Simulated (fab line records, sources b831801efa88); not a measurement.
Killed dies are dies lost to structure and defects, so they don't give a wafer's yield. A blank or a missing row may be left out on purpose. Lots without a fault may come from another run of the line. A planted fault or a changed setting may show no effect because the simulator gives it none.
Which tool did it? | flow sky130 | 12 lots, 36 wafers sampled, at 5 steps of a route of 708

WHAT THE GAUGES READ, wafer by wafer
SKY_SD_N_RS_MEAS_17: measures by four-point-probe. Usual: SD_P_RS 147.1 ohm/sq, standard deviation 0.34.
lot  | measured     | on            | SD_P_RS (ohm/sq)  | flag
L242 | day 27 09:22 | film_metro-04 | 147.1 146.9 147.1 |
L244 | day 28 14:47 | film_metro-03 | 147.5 147.2 147.0 |
L243 | day 28 21:44 | film_metro-02 | 147.1 147.4 147.3 |
L246 | day 29 03:54 | film_metro-04 | 147.0 146.6 147.0 |
L245 | day 29 07:40 | film_metro-02 | 147.5 146.7 147.0 |
L252 | day 31 18:24 | film_metro-03 | 146.7 146.9 147.2 |
L254 | day 31 21:27 | film_metro-04 | 146.4 146.8 147.0 |
L256 | day 32 13:00 | film_metro-02 | 147.1 146.8 147.5 |
L258 | day 33 17:50 | film_metro-04 | 146.3 146.6 146.8 |
L262 | day 34 09:06 | film_metro-02 | 146.9 146.7 147.7 |
L260 | day 34 10:34 | film_metro-04 | 146.3 146.4 146.8 |
L264 | day 34 21:52 | film_metro-02 | 147.3 147.5 147.3 |

SKY_LI_CONTACT_OVL_MEAS_13. Usual: LI_CONTACT_OVL 0 nm, standard deviation 6.2.
lot  | measured     | on         | LI_CONTACT_OVL (nm) | flag
L242 | day 28 14:31 | overlay-01 | 9 10 8              |
L244 | day 29 19:52 | overlay-02 | 6 2 4               |
L243 | day 30 02:31 | overlay-02 | 8 4 6               |
L246 | day 30 08:31 | overlay-02 | -7 -10 -9           |
L245 | day 30 14:07 | overlay-02 | -5 -1 3             |
L252 | day 32 22:49 | overlay-02 | -2 7 7              |
L254 | day 33 01:14 | overlay-01 | 12 11 7             |
L256 | day 33 16:16 | overlay-01 | 7 3 2               |
L258 | day 34 19:01 | overlay-02 | 0 8 13              |
L262 | day 35 09:04 | overlay-01 | -1 -1 -6            |
L260 | day 35 10:31 | overlay-01 | 0 5 1               |
L264 | day 35 21:13 | overlay-01 | -5 -4 -2            |

SKY_CONTACT_THK_MEAS_03. Usual: CONTACT_HDPCVD_THK 568 nm, standard deviation 6.
lot  | measured     | on            | CONTACT_HDPCVD_THK (nm) | flag
L242 | day 29 20:56 | film_metro-03 | 563 566 568             |
L244 | day 31 01:46 | film_metro-03 | 570 570 567             |
L243 | day 31 08:11 | film_metro-01 | 572 569 576             |
L246 | day 31 14:49 | film_metro-04 | 568 571 571             |
L245 | day 31 20:19 | film_metro-03 | 560 559 562             |
L252 | day 34 02:10 | film_metro-01 | 555 558 561             |
L254 | day 34 04:49 | film_metro-01 | 568 563 572             |
L256 | day 34 18:45 | film_metro-03 | 581 573 567             |
L258 | day 35 19:53 | film_metro-01 | 575 571 576             |
L262 | day 36 12:18 | film_metro-03 | 569 567 568             |
L260 | day 36 13:38 | film_metro-03 | 564 570 567             |
L264 | day 37 01:53 | film_metro-01 | 560 563 563             |

WHICH TOOL RAN EACH LOT (tool, then ch and the chambers of the sampled wafers, then the start)
lot  | SKY_LOCAL_INTERCONNECT_METAL_ETCH_14 | SKY_LOCAL_INTERCONNECT_STRIP_15
L242 | rie_metal-04 ch 0,1, day 29 20:04    | plasma_asher-03 ch 1, day 29 20:07
L244 | rie_metal-02 ch 0,1, day 31 00:57    | plasma_asher-04 ch 0,1, day 31 01:01
L243 | rie_metal-02 ch 0,1, day 31 07:22    | plasma_asher-04 ch 0,1, day 31 07:26
L246 | rie_metal-02 ch 0,1, day 31 14:01    | plasma_asher-01 ch 0,1, day 31 14:04
L245 | rie_metal-01 ch 0, day 31 19:30      | plasma_asher-01 ch 0,1, day 31 19:34
L252 | rie_metal-02 ch 0,1, day 34 01:21    | plasma_asher-04 ch 0,1, day 34 01:25
L254 | rie_metal-02 ch 0,1, day 34 03:58    | plasma_asher-03 ch 0,1, day 34 04:01
L256 | rie_metal-01 ch 0,1, day 34 17:56    | plasma_asher-04 ch 0,1, day 34 18:00
L258 | rie_metal-04 ch 0,1, day 35 19:04    | plasma_asher-01 ch 1, day 35 19:07
L262 | rie_metal-04 ch 0,1, day 36 11:09    | plasma_asher-04 ch 0,1, day 36 11:13
L260 | rie_metal-01 ch 0,1, day 36 12:45    | plasma_asher-04 ch 0,1, day 36 12:49
L264 | rie_metal-04 ch 0,1, day 37 00:54    | plasma_asher-04 ch 0, day 37 00:58
- SKY_LOCAL_INTERCONNECT_METAL_ETCH_14: etches TiN in Cl2/BCl3, stops on PSG, target depth 110 nm, time 31.4 s.
- SKY_LOCAL_INTERCONNECT_STRIP_15: strips in O2/N2.

WHAT THE TOOLS THEMSELVES READ (means of the sampled wafers that have a number; where no wafer has one, the mark that the record gives instead)
SKY_LOCAL_INTERCONNECT_METAL_ETCH_14. Usual: drypump_motor_current_A 6.0 A, standard deviation 0.58; oes_product_au 0.943 a.u., standard deviation 0.0083; rf_fwd_power_W 889 W, standard deviation 3.2; throttle_valve_pct 21.900 %, standard deviation 0.011.
lot  | tool         | drypump_motor_current_A (A) | oes_product_au (a.u.) | rf_fwd_power_W (W) | throttle_valve_pct (%) | flag
L242 | rie_metal-04 | 6.0                         | 0.940                 | 890                | 21.905                 |
L244 | rie_metal-02 | 6.4                         | 0.946                 | 886                | 21.905                 |
L243 | rie_metal-02 | 6.4                         | 0.933                 | 887                | 21.907                 |
L246 | rie_metal-02 | 6.4                         | 0.937                 | 887                | 21.903                 |
L245 | rie_metal-01 | 5.6                         | 0.956                 | 884                | 21.888                 |
L252 | rie_metal-02 | 6.1                         | 0.934                 | 985                | 21.907                 | OFF
L254 | rie_metal-02 | 6.1                         | 0.946                 | 982                | 21.899                 | OFF
L256 | rie_metal-01 | 5.6                         | 0.942                 | 891                | 21.898                 |
L258 | rie_metal-04 | 6.0                         | 0.958                 | 893                | 21.899                 |
L262 | rie_metal-04 | 5.6                         | 0.943                 | 890                | 21.898                 |
L260 | rie_metal-01 | 5.6                         | 0.950                 | 889                | 21.889                 |
L264 | rie_metal-04 | 6.0                         | 0.937                 | 891                | 21.897                 |

SKY_LOCAL_INTERCONNECT_STRIP_15. Usual: drypump_motor_current_A 5.8 A, standard deviation 0.36; o2_flow_sccm 2999 sccm, standard deviation 9.4; oes_product_au 0.427 a.u., standard deviation 0.0048; strip_time_to_endpoint_s 4.728 s, standard deviation 0.018.
lot  | tool            | drypump_motor_current_A (A) | o2_flow_sccm (sccm) | oes_product_au (a.u.) | strip_time_to_endpoint_s (s) | flag
L242 | plasma_asher-03 | 5.8                         | 3001                | 0.422                 | 4.733                        |
L244 | plasma_asher-04 | 5.6                         | 2999                | 0.430                 | 4.736                        |
L243 | plasma_asher-04 | 5.6                         | 2994                | 0.424                 | 4.738                        |
L246 | plasma_asher-01 | 5.5                         | 2991                | 0.422                 | 4.722                        |
L245 | plasma_asher-01 | 5.5                         | 2991                | 0.423                 | 4.718                        |
L252 | plasma_asher-04 | 5.9                         | 3004                | 0.427                 | 4.692                        |
L254 | plasma_asher-03 | 5.8                         | 2990                | 0.421                 | 4.688                        |
L256 | plasma_asher-04 | 5.9                         | 2992                | 0.429                 | 4.725                        |
L258 | plasma_asher-01 | 5.8                         | 2992                | 0.427                 | 4.724                        |
L262 | plasma_asher-04 | 5.9                         | 3007                | 0.426                 | 4.731                        |
L260 | plasma_asher-04 | 5.6                         | 3010                | 0.428                 | 4.744                        |
L264 | plasma_asher-04 | 6.3                         | 2999                | 0.429                 | 4.737                        |

THE ANSWER, worked out from the rows above alone
Rule: a lot is off if the mean of its wafers that have a number lies more than 3 standard deviations from the usual mean. A lot without any number at a reading at which 4 lots or more have one is off too. The other lots that the step has rows for count as sound. The gauges are gone through in route order, then the tools' own readings, and for those a lot's mean is taken as printed above. The first step at which some lot is off is used, and at that step the reading that is off furthest; a lot without a number counts as furthest.
Off: L252, L254, at SKY_LOCAL_INTERCONNECT_METAL_ETCH_14 (rf_fwd_power_W).
A tool fits if, at that step or a process step before it, it ran every lot that is off, and no sound lot after the first of them. One fits: rie_metal-02 at SKY_LOCAL_INTERCONNECT_METAL_ETCH_14. Its last sound lot is L246 (day 31 14:01), its first lot that is off L252 (day 34 01:21): a fault that began between those two fits.
The tool's own readings at SKY_LOCAL_INTERCONNECT_METAL_ETCH_14 bear it out: on the lots that are off they differ by more than 5 times the standard deviation of the sound lots' means. rf_fwd_power_W reads 984 W there against 889 W on the sound lots.

WHAT THE SIMULATOR HAD PUT IN
Process parameter drift: rie_metal-02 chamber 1, from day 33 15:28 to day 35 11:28, at SKY_LOCAL_INTERCONNECT_METAL_ETCH_14. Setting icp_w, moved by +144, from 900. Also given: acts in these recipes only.
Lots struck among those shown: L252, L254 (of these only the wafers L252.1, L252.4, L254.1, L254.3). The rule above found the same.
